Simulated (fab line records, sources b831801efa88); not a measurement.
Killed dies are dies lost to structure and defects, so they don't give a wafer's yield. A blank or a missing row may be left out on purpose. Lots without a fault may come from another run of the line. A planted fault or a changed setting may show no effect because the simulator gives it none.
Which tool did it? | flow gf180mcu | 12 lots, 36 wafers sampled, at 6 steps of a route of 602

WHAT THE GAUGES READ, wafer by wafer
GF_VT_IMPLANT_TW_MEAS_32. Usual: VT_IMPLANT_3_TW 269.9, standard deviation 2.2.
lot  | measured     | on            | VT_IMPLANT_3_TW   | flag
L485 | day 7 09:41  | film_metro-03 | 271.5 271.7 271.4 |
L486 | day 7 17:12  | film_metro-02 | 268.1 267.3 268.3 |
L487 | day 8 05:56  | film_metro-02 | 267.0 266.5 266.0 |
L488 | day 8 12:07  | film_metro-03 | 271.1 269.9 270.0 |
L489 | day 8 15:31  | film_metro-03 | 30.3 30.0 30.2    | OFF
L490 | day 8 22:02  | film_metro-02 | 266.3 266.9 267.0 |
L494 | day 10 00:04 | film_metro-01 | 266.8 268.2 267.1 |
L500 | day 11 13:02 | film_metro-01 | 268.6 270.6 269.1 |
L501 | day 11 21:29 | film_metro-02 | 267.1 267.1 267.3 |
L502 | day 12 04:17 | film_metro-02 | 268.2 268.8 268.5 |
L503 | day 12 10:35 | film_metro-02 | 268.7 267.6 267.1 |
L506 | day 13 15:50 | film_metro-03 | 274.3 274.2 273.4 |

GF_CONTACT_THK_MEAS_03. Usual: CONTACT_CVD_02_THK 861 nm, standard deviation 11.
lot  | measured     | on            | CONTACT_CVD_02_THK (nm) | flag
L485 | day 15 22:32 | film_metro-01 | 873 879 878             |
L486 | day 16 05:41 | film_metro-01 | 866 872 873             |
L487 | day 17 01:13 | film_metro-01 | 857 865 887             |
L488 | day 17 13:05 | film_metro-04 | 860 862 868             |
L490 | day 17 21:16 | film_metro-02 | 858 865 861             |
L494 | day 19 07:31 | film_metro-04 | 842 847 858             |
L500 | day 21 09:20 | film_metro-04 | 863 851 866             |
L501 | day 21 16:32 | film_metro-04 | 861 866 871             |
L502 | day 22 02:02 | film_metro-01 | 853 857 873             |
L503 | day 22 10:19 | film_metro-02 | 863 871 860             |
L506 | day 23 18:50 | film_metro-02 | 861 871 874             |

GF_M1_OVL_MEAS_15. Usual: M1_OVL 3 nm, standard deviation 6.3.
lot  | measured     | on         | M1_OVL (nm) | flag
L485 | day 17 21:10 | overlay-02 | 16 0 9      |
L486 | day 18 06:03 | overlay-02 | 11 9 8      |
L487 | day 19 01:18 | overlay-02 | 4 6 2       |
L488 | day 19 14:48 | overlay-02 | -1 0 0      |
L490 | day 19 22:51 | overlay-01 | -5 7 -2     |
L494 | day 21 10:05 | overlay-02 | 4 0 2       |
L500 | day 23 10:10 | overlay-01 | 3 6 5       |
L501 | day 23 17:04 | overlay-02 | 5 12 5      |
L502 | day 24 02:16 | overlay-02 | 4 9 4       |
L503 | day 24 09:47 | overlay-02 | -10 4 -16   |
L506 | day 25 15:28 | overlay-02 | -6 1 0      |

WHICH TOOL RAN EACH LOT (tool, then ch and the chambers of the sampled wafers, then the start)
lot  | GF_VT_IMPLANT_STRIP_20               | GF_VT_IMPLANT_STRIP_31               | GF_POLY_GATE_STRIP_14
L485 | plasma_asher-01 ch 0,1, day 6 18:03  | plasma_asher-01 ch 0,1, day 7 09:35  | plasma_asher-04 ch 0,1, day 9 18:53
L486 | plasma_asher-01 ch 0,1, day 7 01:23  | plasma_asher-02 ch 0,1, day 7 17:04  | plasma_asher-03 ch 0,1, day 10 02:29
L487 | plasma_asher-01 ch 0, day 7 13:04    | plasma_asher-01 ch 0,1, day 8 05:50  | plasma_asher-03 ch 0,1, day 10 18:27
L488 | plasma_asher-01 ch 0,1, day 7 19:28  | plasma_asher-03 ch 0,1, day 8 11:59  | plasma_asher-02 ch 0,1, day 10 23:41
L489 | plasma_asher-01 ch 0,1, day 7 22:38  | plasma_asher-02 ch 0,1, day 8 15:25  | -
L490 | plasma_asher-03 ch 0,1, day 8 04:16  | plasma_asher-02 ch 0,1, day 8 21:55  | plasma_asher-03 ch 0,1, day 11 09:09
L494 | plasma_asher-03 ch 0,1, day 9 06:19  | plasma_asher-03 ch 0,1, day 9 23:58  | plasma_asher-03 ch 0,1, day 12 14:47
L500 | plasma_asher-02 ch 0,1, day 10 18:40 | plasma_asher-03 ch 0,1, day 11 12:55 | plasma_asher-02 ch 0,1, day 14 08:33
L501 | plasma_asher-01 ch 0,1, day 11 02:40 | plasma_asher-03 ch 0,1, day 11 21:24 | plasma_asher-03 ch 0,1, day 14 15:44
L502 | plasma_asher-01 ch 0,1, day 11 09:11 | plasma_asher-03 ch 0,1, day 12 04:11 | plasma_asher-04 ch 0,1, day 14 23:32
L503 | plasma_asher-01 ch 0,1, day 11 14:49 | plasma_asher-01 ch 0,1, day 12 10:29 | plasma_asher-02 ch 0,1, day 15 05:57
L506 | plasma_asher-01 ch 0,1, day 12 18:52 | plasma_asher-02 ch 0,1, day 13 15:45 | plasma_asher-03 ch 0,1, day 16 13:16
- GF_VT_IMPLANT_STRIP_20: strips in O2/N2.
- GF_VT_IMPLANT_STRIP_31: strips in O2/N2.
- GF_POLY_GATE_STRIP_14: strips in O2/N2.

WHAT THE TOOLS THEMSELVES READ (means of the sampled wafers that have a number; where no wafer has one, the mark that the record gives instead)
GF_VT_IMPLANT_STRIP_20. Usual: drypump_motor_current_A 6.0 A, standard deviation 0.32; heater_power_w 338 W, standard deviation 18; oes_product_au 0.716 a.u., standard deviation 0.0042; strip_time_to_endpoint_s 12.64 s, standard deviation 0.032.
lot  | tool            | drypump_motor_current_A (A) | heater_power_w (W) | oes_product_au (a.u.) | strip_time_to_endpoint_s (s) | flag
L485 | plasma_asher-01 | 6.0                         | 344                | 0.711                 | 12.61                        |
L486 | plasma_asher-01 | 6.0                         | 327                | 0.714                 | 12.67                        |
L487 | plasma_asher-01 | 6.0                         | 319                | 0.714                 | 12.66                        |
L488 | plasma_asher-01 | 6.0                         | 342                | 0.712                 | 12.60                        |
L489 | plasma_asher-01 | 6.0                         | 339                | 0.903                 | -                            | OFF
L490 | plasma_asher-03 | 6.3                         | 334                | 0.715                 | 12.68                        |
L494 | plasma_asher-03 | 6.3                         | 335                | 0.713                 | 12.68                        |
L500 | plasma_asher-02 | 5.9                         | 340                | 0.713                 | 12.62                        |
L501 | plasma_asher-01 | 6.0                         | 326                | 0.717                 | 12.65                        |
L502 | plasma_asher-01 | 6.0                         | 332                | 0.715                 | 12.64                        |
L503 | plasma_asher-01 | 6.0                         | 336                | 0.714                 | 12.64                        |
L506 | plasma_asher-01 | 6.0                         | 338                | 0.713                 | 12.66                        |

GF_VT_IMPLANT_STRIP_31. Usual: drypump_motor_current_A 5.9 A, standard deviation 0.35; heater_power_w 340 W, standard deviation 20; oes_product_au 0.716 a.u., standard deviation 0.0044; strip_time_to_endpoint_s 12.630 s, standard deviation 0.028.
lot  | tool            | drypump_motor_current_A (A) | heater_power_w (W) | oes_product_au (a.u.) | strip_time_to_endpoint_s (s) | flag
L485 | plasma_asher-01 | 6.0                         | 340                | 0.720                 | 12.696                       |
L486 | plasma_asher-02 | 5.6                         | 355                | 0.716                 | 12.615                       |
L487 | plasma_asher-01 | 6.0                         | 341                | 0.717                 | 12.681                       |
L488 | plasma_asher-03 | 6.2                         | 331                | 0.718                 | 12.624                       |
L489 | plasma_asher-02 | 5.8                         | 340                | 0.714                 | 24.423                       | OFF
L490 | plasma_asher-02 | 5.9                         | 342                | 0.719                 | 12.636                       |
L494 | plasma_asher-03 | 6.0                         | 331                | 0.718                 | 12.623                       |
L500 | plasma_asher-03 | 6.0                         | 331                | 0.718                 | 12.628                       |
L501 | plasma_asher-03 | 6.0                         | 335                | 0.710                 | 12.613                       |
L502 | plasma_asher-03 | 6.1                         | 335                | 0.715                 | 12.632                       |
L503 | plasma_asher-01 | 6.0                         | 341                | 0.723                 | 12.619                       |
L506 | plasma_asher-02 | 5.9                         | 338                | 0.717                 | 12.640                       |

GF_POLY_GATE_STRIP_14. Usual: drypump_motor_current_A 5.9 A, standard deviation 0.42; heater_power_w 341 W, standard deviation 19; oes_product_au 0.505 a.u., standard deviation 0.0049.
lot  | tool            | drypump_motor_current_A (A) | heater_power_w (W) | oes_product_au (a.u.) | flag
L485 | plasma_asher-04 | 5.6                         | 339                | 0.505                 |
L486 | plasma_asher-03 | 6.2                         | 333                | 0.501                 |
L487 | plasma_asher-03 | 6.3                         | 330                | 0.505                 |
L488 | plasma_asher-02 | 5.6                         | 359                | 0.506                 |
L490 | plasma_asher-03 | 6.0                         | 343                | 0.506                 |
L494 | plasma_asher-03 | 6.0                         | 332                | 0.506                 |
L500 | plasma_asher-02 | 5.6                         | 356                | 0.511                 |
L501 | plasma_asher-03 | 6.3                         | 329                | 0.505                 |
L502 | plasma_asher-04 | 5.6                         | 339                | 0.505                 |
L503 | plasma_asher-02 | 5.9                         | 339                | 0.500                 |
L506 | plasma_asher-03 | 6.0                         | 335                | 0.506                 |

THE ANSWER, worked out from the rows above alone
Rule: a lot is off if the mean of its wafers that have a number lies more than 3 standard deviations from the usual mean. A lot without any number at a reading at which 4 lots or more have one is off too. The other lots that the step has rows for count as sound. The gauges are gone through in route order, then the tools' own readings, and for those a lot's mean is taken as printed above. The first step at which some lot is off is used, and at that step the reading that is off furthest; a lot without a number counts as furthest.
Off: L489, at GF_VT_IMPLANT_TW_MEAS_32 (VT_IMPLANT_3_TW).
A tool fits if, at a process step before that reading, it ran every lot that is off, and no sound lot after the first of them. The gauges at GF_VT_IMPLANT_TW_MEAS_32 aren't tried: what is off there is off at GF_VT_IMPLANT_STRIP_20 too, on other tools, and a gauge's error can't cause that. None of those tried fits.

WHAT THE SIMULATOR HAD PUT IN
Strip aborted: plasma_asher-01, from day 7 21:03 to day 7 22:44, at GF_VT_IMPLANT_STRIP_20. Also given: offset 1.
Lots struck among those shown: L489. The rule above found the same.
